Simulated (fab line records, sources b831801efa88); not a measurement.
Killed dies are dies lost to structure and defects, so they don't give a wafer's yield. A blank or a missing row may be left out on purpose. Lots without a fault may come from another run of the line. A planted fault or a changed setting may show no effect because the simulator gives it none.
Chamber matching | flow sky130 | SKY_VIA1_CMP_24 on cmp-01: 4 sister chambers
The step polishes, stops on SiO2, t overpolish 15 s, target thk 0 nm. 20 wafers are shown with their chamber, then 10 later ones without.

WAFERS WITH THEIR CHAMBER
wafer  | chamber | motor_current_A (A) | time_to_endpoint_s (s) | overpolish_run_s (s)
L074.2 | 1       | 10.5                | 57                     | 14.999
L074.3 | 0       | 10.2                | 61                     | 15.010
L074.4 | 2       | 11.9                | 62                     | 14.988
L076.1 | 3       | 9.7                 | 59                     | 14.989
L076.2 | 1       | 11.1                | 61                     | 15.002
L076.3 | 0       | 11.1                | 60                     | 15.020
L078.2 | 0       | 10.6                | 63                     | 14.986
L078.3 | 2       | 12.1                | 65                     | 15.008
L078.5 | 2       | 11.9                | 62                     | 14.991
L081.1 | 3       | 10.3                | 61                     | 14.985
L081.3 | 0       | 10.9                | 66                     | 14.987
L081.4 | 2       | 12.7                | 67                     | 14.981
L082.4 | 2       | 12.2                | 67                     | 15.013
L082.5 | 1       | 10.9                | 61                     | 15.014
L082.6 | 0       | 10.5                | 63                     | 15.004
L084.2 | 3       | 10.2                | 61                     | 15.003
L084.5 | 3       | 10.4                | 56                     | 15.005
L084.6 | 0       | 11.0                | 61                     | 14.992
L085.1 | 1       | 10.9                | 65                     | 14.996
L085.4 | 0       | 10.0                | 68                     | 14.993

SIGNATURES (means of the wafers above)
reading            | chamber 0 | chamber 1 | chamber 2 | chamber 3 | scatter within a chamber
motor_current_A    | 10.614    | 10.850    | 12.160    | 10.150    | 0.348
time_to_endpoint_s | 63.14     | 61.00     | 64.60     | 59.25     | 2.79
overpolish_run_s   | 14.99886  | 15.00275  | 14.99620  | 14.99550  | 0.0118
Rule: a wafer's distance from a chamber is the root of the sum, over the readings, of the square of ((its reading less the chamber's mean) divided by the reading's scatter). The wafer belongs to the nearest chamber; if the next one is less than 2 further off, it can't be placed. The scatter: the root of (the sum of the squares of (reading less its chamber's mean) over the shown wafers, divided by (wafers less chambers)).

WAFERS WITHOUT THEIR CHAMBER
wafer  | motor_current_A (A) | time_to_endpoint_s (s) | overpolish_run_s (s)
L085.5 | 10.4                | 60                     | 15.000
L086.2 | 9.7                 | 61                     | 14.995
L086.3 | 11.3                | 69                     | 14.993
L086.4 | 10.1                | 67                     | 15.004
L091.1 | 10.3                | 62                     | 15.017
L091.2 | 12.2                | 69                     | 15.000
L091.5 | 10.0                | 66                     | 15.014
L093.3 | 11.8                | 64                     | 15.005
L093.5 | 10.5                | 68                     | 14.987
L093.6 | 10.2                | 60                     | 14.985

WHICH CHAMBER EACH WENT THROUGH
wafer  | from the rows above               | in truth
L085.5 | can't be placed: 3 or 0 or 1      | 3
L086.2 | can't be placed: 3 or 0 or 1      | 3
L086.3 | can't be placed: 0 or 2 or 1 or 3 | 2
L086.4 | can't be placed: 0 or 3 or 1      | 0
L091.1 | can't be placed: 0 or 1 or 3      | 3
L091.2 | 2                                 | 2
L091.5 | can't be placed: 0 or 3 or 1      | 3
L093.3 | can't be placed: 2 or 1           | 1
L093.5 | can't be placed: 0 or 1 or 3      | 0
L093.6 | can't be placed: 3 or 0 or 1      | 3
Placed correctly: 1 of 10. Can't be placed from these rows: 9 (the true chamber is among the candidates in 9). Placed wrongly: 0.
